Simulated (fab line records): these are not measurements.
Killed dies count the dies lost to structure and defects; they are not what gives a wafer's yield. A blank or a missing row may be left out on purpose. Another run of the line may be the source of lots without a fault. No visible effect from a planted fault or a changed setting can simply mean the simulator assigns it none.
Shared-tool check ; flow gf180mcu ; Sample size 12 lots and 35 wafers

== WHAT PROMPTED THE OPENING ==
At GF_POLY_GATE_THK_MEAS_01 the reading POLY_GATE_CVD_00_THK is flagged on 1 of 12 lots. Fault-free wafers read 199.7 nm, with a standard deviation of 1.7.
Rule: a lot gets a flag if all its wafers with a number sit over 4 standard deviations from that mean, or if no wafer of it has a number. The other lots count as sound.

lot;measured;on;POLY_GATE_CVD_00_THK (nm), wafer by wafer;flag
L626;day 8 09:36;film_metro-02;199.4 199.8;
L627;day 8 17:28;film_metro-04;200.2 199.4 198.7;
L633;day 10 16:46;film_metro-01;137.9 137.9 136.6;FLAGGED
L635;day 11 04:36;film_metro-04;198.3 198.9 200.8;
L639;day 12 06:02;film_metro-01;201.4 200.2 201.6;
L640;day 12 13:32;film_metro-04;200.1 201.7 201.4;
L641;day 12 20:27;film_metro-04;202.5 202.6 201.7;
L644;day 13 14:33;film_metro-04;199.9 201.3 199.8;
L646;day 14 06:32;film_metro-01;198.3 198.1 199.0;
L647;day 14 17:30;film_metro-02;199.6 199.1 198.7;
L649;day 15 05:55;film_metro-02;195.5 197.5 198.3;
L648;day 15 05:55;film_metro-01;198.4 198.4 197.9;
The numbers of the flagged lots are 137.5 nm on average: -62.2 nm against the usual, or -37 standard deviations.

== LOT BY LOT: THE TOOL USED ==
Before the reading, the record contains 2 process steps out of a 602-step route. Cell contents, in order: the tool; ch with the chambers the sampled wafers went through; the start.
lot;flag;GF_LVPWELL_STRIP_10;GF_POLY_GATE_CVD_00
L626;;plasma_asher-02 ch 0,1, day 3 21:19;lpcvd-01 ch 0, day 8 08:16
L627;;plasma_asher-02 ch 0,1, day 4 03:10;lpcvd-02 ch 0, day 8 16:07
L633;FLAGGED;plasma_asher-02 ch 0,1, day 5 17:23;lpcvd-01 ch 1, day 10 15:24
L635;;plasma_asher-03 ch 0,1, day 6 02:56;lpcvd-02 ch 1, day 11 03:16
L639;;plasma_asher-04 ch 0,1, day 7 01:40;lpcvd-02 ch 0, day 12 04:41
L640;;plasma_asher-04 ch 0,1, day 7 05:40;lpcvd-02 ch 1, day 12 12:04
L641;;plasma_asher-02 ch 1, day 7 11:17;lpcvd-02 ch 0, day 12 19:06
L644;;plasma_asher-02 ch 0,1, day 8 01:34;lpcvd-02 ch 1, day 13 13:12
L646;;plasma_asher-03 ch 0,1, day 8 13:34;lpcvd-01 ch 0, day 14 05:11
L647;;plasma_asher-02 ch 0,1, day 8 22:22;lpcvd-01 ch 1, day 14 16:10
L649;;plasma_asher-03 ch 0,1, day 9 07:07;lpcvd-01 ch 1, day 15 04:35
L648;;plasma_asher-03 ch 0,1, day 9 04:20;lpcvd-01 ch 1, day 15 04:35
These steps, and what they do:
- GF_LVPWELL_STRIP_10: strips in O2/N2.
- GF_POLY_GATE_CVD_00: deposits poly-Si, target thk 200 nm, time 1200 s.
- GF_POLY_GATE_THK_MEAS_01

== FLAGGED AGAINST TOTAL, ONE TOOL AT A TIME (gauges that did the reading follow at the end) ==
step;tool;lots run;flagged;share of the flagged lots;sound lots run after its first flagged lot
GF_LVPWELL_STRIP_10;plasma_asher-02;6;1;all;3 (L641,L644,L647)
GF_LVPWELL_STRIP_10;plasma_asher-03;4;0;none;-
GF_LVPWELL_STRIP_10;plasma_asher-04;2;0;none;-
GF_POLY_GATE_CVD_00;lpcvd-01;6;1;all;4 (L646,L647,L648,L649)
GF_POLY_GATE_CVD_00;lpcvd-02;6;0;none;-
GF_POLY_GATE_THK_MEAS_01;film_metro-01;4;1;all;3 (L639,L646,L648)
GF_POLY_GATE_THK_MEAS_01;film_metro-02;3;0;none;-
GF_POLY_GATE_THK_MEAS_01;film_metro-04;5;0;none;-

== WHAT IS ALLOWED BY THE TABLE ==
Rows of the table that ran every flagged lot, 3 in all: plasma_asher-02 at GF_LVPWELL_STRIP_10, lpcvd-01 at GF_POLY_GATE_CVD_00, film_metro-01 at GF_POLY_GATE_THK_MEAS_01.
- plasma_asher-02 at GF_LVPWELL_STRIP_10: 1 of its 6 lots flagged. Sound lots followed the first flagged one (L641, L644, L647) on it, something a lasting fault affecting the whole tool could not allow.
- lpcvd-01 at GF_POLY_GATE_CVD_00: 1 of its 6 lots flagged. Sound lots followed the first flagged one (L646, L647, L648, L649) on it, something a lasting fault affecting the whole tool could not allow. Its own readings lie more than 4 standard deviations out on every wafer of the flagged lots: pressure_mtorr.
- film_metro-01 at GF_POLY_GATE_THK_MEAS_01: 1 of its 4 lots flagged. Sound lots followed the first flagged one (L639, L646, L648) on it, something a lasting fault affecting the whole tool could not allow.
No row of the table ran every flagged lot and no sound lot after the first.

== WHAT THE SIMULATOR HAD PUT IN ==
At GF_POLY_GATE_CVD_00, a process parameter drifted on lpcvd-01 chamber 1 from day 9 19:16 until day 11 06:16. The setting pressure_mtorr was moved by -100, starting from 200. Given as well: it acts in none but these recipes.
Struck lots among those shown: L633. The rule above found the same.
